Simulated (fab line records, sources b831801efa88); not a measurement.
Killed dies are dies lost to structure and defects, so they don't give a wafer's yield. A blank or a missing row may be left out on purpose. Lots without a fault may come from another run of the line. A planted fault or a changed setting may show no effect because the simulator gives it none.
A struck lot beside a sound one | flow gf180mcu | 21 steps out of a route of 602
Sound: wafers L602.2, L602.4, L602.6. Struck: wafers L606.2, L606.3, L606.5. The cause comes at the end.
At each step with rows: each side's tool, then ch and its chambers, then its first start. Under that, the readings that differ: sound wafers | struck wafers | difference of the means | sigmas: that difference in standard deviations of wafers without a fault.
alike: readings whose means differ by less than 2 such deviations, and words and numbers that are the same on both sides. not compared: withheld readings, readings that some wafer has no value for, bounds like >300 that may hide the same value, and numbers for which the record gives no deviation and whose values overlap.
The two part at a step that has a row with sigmas, a row that says differs or no value, or rows on one side only. Numbers that don't overlap but have no deviation are shown without sigmas and don't part them. A reading that every wafer of one side lacks parts them only if that side has two wafers or more.

GF_MIM_SPUTTER_02: material AlCu, target thk 450 nm, time 23.9 s.
  sound on pvd_sputter-01, day 27 16:32; struck on pvd_sputter-04, day 28 18:25
  alike: throttle_valve_pct
GF_MIM_SPUTTER_03: material Ti, target thk 10 nm, time 6.7 s.
  sound on pvd_sputter-01, day 27 16:34; struck on pvd_sputter-04, day 28 18:26
  alike: throttle_valve_pct
then, 2 steps without rows for these wafers: GF_MIM_SPUTTER_04 (material TiN, target thk 50 nm, time 41.7 s); GF_MIM_CVD_05 (deposits Si3N4, target thk 42 nm, time 29.086 s).
GF_MIM_THK_MEAS_06:
  sound on film_metro-01, day 27 16:40; struck on film_metro-01, day 28 18:32
  alike: MIM_CVD_05_THK
GF_MIM_SPUTTER_07: material TiN, target thk 60 nm, time 50 s.
  sound on pvd_sputter-04, day 27 16:43; struck on pvd_sputter-03, day 28 18:35
  alike: throttle_valve_pct
GF_MIM_SPUTTER_08: material AlCu, target thk 200 nm, time 10.6 s.
  sound on pvd_sputter-04, day 27 16:46; struck on pvd_sputter-03, day 28 18:38
  alike: throttle_valve_pct
GF_MIM_SPUTTER_09: material TiN, target thk 35 nm, time 29.2 s.
  sound on pvd_sputter-04, day 27 16:47; struck on pvd_sputter-03, day 28 18:40
  alike: throttle_valve_pct
GF_MIM_RS_MEAS_10: measures by four-point-probe.
  sound on film_metro-01, day 27 16:50; struck on film_metro-04, day 28 18:43
  alike: MIM_ALCU_RS
GF_MIM_THK_MEAS_11: measures by xrf.
  sound on film_metro-01, day 27 16:57; struck on film_metro-04, day 28 18:49
  alike: MIM_ALCU_THK
then, 2 steps without rows for these wafers: GF_MIM_DEHYDRATE_12 (time 60 s); GF_MIM_HMDS_13 (prime time 60 s).
GF_MIM_COAT_14: resist thk 1000 nm.
  sound on litho_track-01 ch 0, day 28 03:16; struck on litho_track-01 ch 0, day 29 04:40
  reading                                  | sound                | struck               | difference | sigmas
  spin_speed_rpm (rpm)                     | 2999.5 2997.9 2998.6 | 3125.2 3123.8 3120.3 | +124.4     | +69
  model.NOVOLAK_of_MIM_COAT_14.thk_nm (nm) | 1001 1002 1001       | 983.2 979.1 979.7    | -20.7      |
  alike: exhaust_pa
then, 4 steps without rows for these wafers: GF_MIM_SOFTBAKE_15 (time 60 s); GF_MIM_EXPOSE_16 (exposes mask FuseTop, target cd 2000 nm); GF_MIM_PEB_17; GF_MIM_DEVELOP_18 (develop time 60 s).
GF_MIM_METAL_ETCH_19: etches the open film in Cl2/BCl3, stops on Si3N4, target depth 324.5 nm, time 54.1 s.
  sound on rie_metal-03 ch 1, day 28 14:13; struck on rie_metal-03 ch 0,1, day 29 15:16
  reading                                  | sound             | struck          | difference | sigmas
  model.NOVOLAK_of_MIM_COAT_14.thk_nm (nm) | 874.2 874.7 872.5 | 850.5 851 850.1 | -23.3      |
  alike: chamber_pressure_mTorr, drypump_motor_current_A, mfc_cl2_sccm, oes_product_au, throttle_valve_pct
  not compared: rf_hours_counter_h
GF_MIM_STRIP_20: strips in O2/N2.
  sound on plasma_asher-04 ch 0,1, day 28 14:17; struck on plasma_asher-01 ch 0,1, day 29 15:20
  reading                      | sound             | struck            | difference | sigmas
  strip_time_to_endpoint_s (s) | 11.26 11.27 11.24 | 10.99 10.98 10.99 | -0.27      | -6
  alike: chamber_pressure_mTorr, drypump_motor_current_A, heater_power_w, oes_product_au
  not compared: rf_hours_counter_h
then, 1 step without rows for these wafers: GF_MIM_STRIP_21 (strips in post etch residue remover, time 1200 s).
-- the record jumps here: 3 days lie between the struck wafers' starts before and after (it left off in module MIM and takes up again in module PASSIVATION, whose first step shown is number 602 of the route) --
GF_PASSIVATION_PROBE_99:
  the record has rows for the struck wafers here (prober-02, day 33 03:12) and none for the sound ones

WHERE THEY PART
First at GF_MIM_COAT_14; last, within this record, at GF_PASSIVATION_PROBE_99.

WHY: what the simulator had put in
Process parameter drift: litho_track-01, from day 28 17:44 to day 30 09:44, at GF_MIM_COAT_14. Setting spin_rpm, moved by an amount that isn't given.
